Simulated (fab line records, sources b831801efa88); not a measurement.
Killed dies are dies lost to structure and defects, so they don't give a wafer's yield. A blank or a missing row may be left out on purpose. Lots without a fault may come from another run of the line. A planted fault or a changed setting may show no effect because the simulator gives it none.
One fault seen from 2 desks | flow gf180mcu | each desk has only its own numbers; what lay behind them comes last

THE METROLOGY DESK
What the gauges read, lot by lot, whatever tool the lot ran on: means of the sampled wafers that have a number. A lot is out of limits, marked OUT, if its mean lies more than 4 standard deviations from the usual mean; the brackets give that distance.
Columns: A = NWELL_OVL at GF_NWELL_OVL_MEAS_07, usual -1.1 nm; B = LVPWELL_OVL at GF_LVPWELL_OVL_MEAS_07, usual -0.5 nm; C = MVSD_OVL at GF_MVSD_OVL_MEAS_07, usual -1.5 nm; D = MVSD_TW at GF_MVSD_TW_MEAS_11, usual 1587; E = VT_IMPLANT_OVL at GF_VT_IMPLANT_OVL_MEAS_07, usual 0.2 nm
lot  | first seen here | A    | B    | C    | D              | E
L262 | day 3 07:59     | -2.5 | 1.4  | 0.2  | 1595           | 0.7
L263 | day 3 12:16     | -0.3 | -1.4 | -0.2 | 1603           | 1.2
L264 | day 3 18:40     | -2.6 | -0.5 | -1.0 | 1569           | 0.5
L265 | day 4 00:16     | -2.1 | -2.1 | -3.2 | 1602           | 2.5
L266 | day 4 05:35     | -0.7 | -1.0 | 0.2  | 1600           | -0.6
L267 | day 4 13:37     | -1.9 | -0.8 | -0.9 | 1579           | 1.4
L270 | day 5 03:31     | -0.4 | -0.4 | -3.1 | 618 (-65) OUT  | -0.2
L271 | day 5 09:04     | 0.7  | -1.1 | -3.0 | 1118 (-31) OUT | 1.2
L272 | day 5 16:41     | 0.7  | 1.6  | -4.3 | 1591           | 0.8
L276 | day 6 11:31     | -1.5 | -0.5 | 0.0  | 1595           | 0.7
L280 | day 7 10:46     | 0.7  | 0.3  | -1.6 | 1606           | 0.1
L283 | day 8 02:04     | -2.1 | -0.6 | -1.5 | 1578           | -0.8
L284 | day 8 06:25     | 1.2  | -0.7 | -2.1 | 1600           | -0.4
L285 | day 8 13:11     | -3.8 | 2.4  | -1.3 | 1570           | 0.3
This desk's finding: out of limits on L270, L271; first on L270, day 6 08:54 (MVSD_TW at GF_MVSD_TW_MEAS_11). In limits: L262, L263, L264, L265, L266, L267, L272, L276, L280, L283, L284, L285.

THE TOOL OWNER'S DESK: litho_track-03
The tool's own readings at GF_MVSD_DEVELOP_06 (develop time 60 s): means of the sampled wafers that have a number, for each lot that ran on this tool. A lot is out of limits, marked OUT, if its mean lies more than 4 standard deviations from the usual mean; the brackets give that distance.
Columns: A = chill_plate_temp_C at GF_MVSD_DEVELOP_06, usual 23.01 C
lot  | first seen here | A
L263 | day 4 16:00     | 22.98
L267 | day 5 18:00     | 22.93
L270 | day 6 08:00     | 22.99
L271 | day 6 14:00     | 23.02
L285 | day 9 23:00     | 23.05
This desk's finding: nothing out of limits on any of the 5 lots.

PUT TOGETHER
The metrology desk could have raised an alarm at day 6 08:54, on L270, L271.
The tool owner's desk saw nothing out of limits.
The tool owner's desk has L270, L271 on record, within its limits.
Of the lots named, all ran GF_MVSD_DEVELOP_06 on litho_track-03.

WHAT THE SIMULATOR HAD PUT IN
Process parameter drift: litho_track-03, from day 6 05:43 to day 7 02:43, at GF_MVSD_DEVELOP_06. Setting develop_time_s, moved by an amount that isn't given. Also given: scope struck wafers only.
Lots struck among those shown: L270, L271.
Hours from the fault's start to each desk's first reading out of limits: the metrology desk, 3.
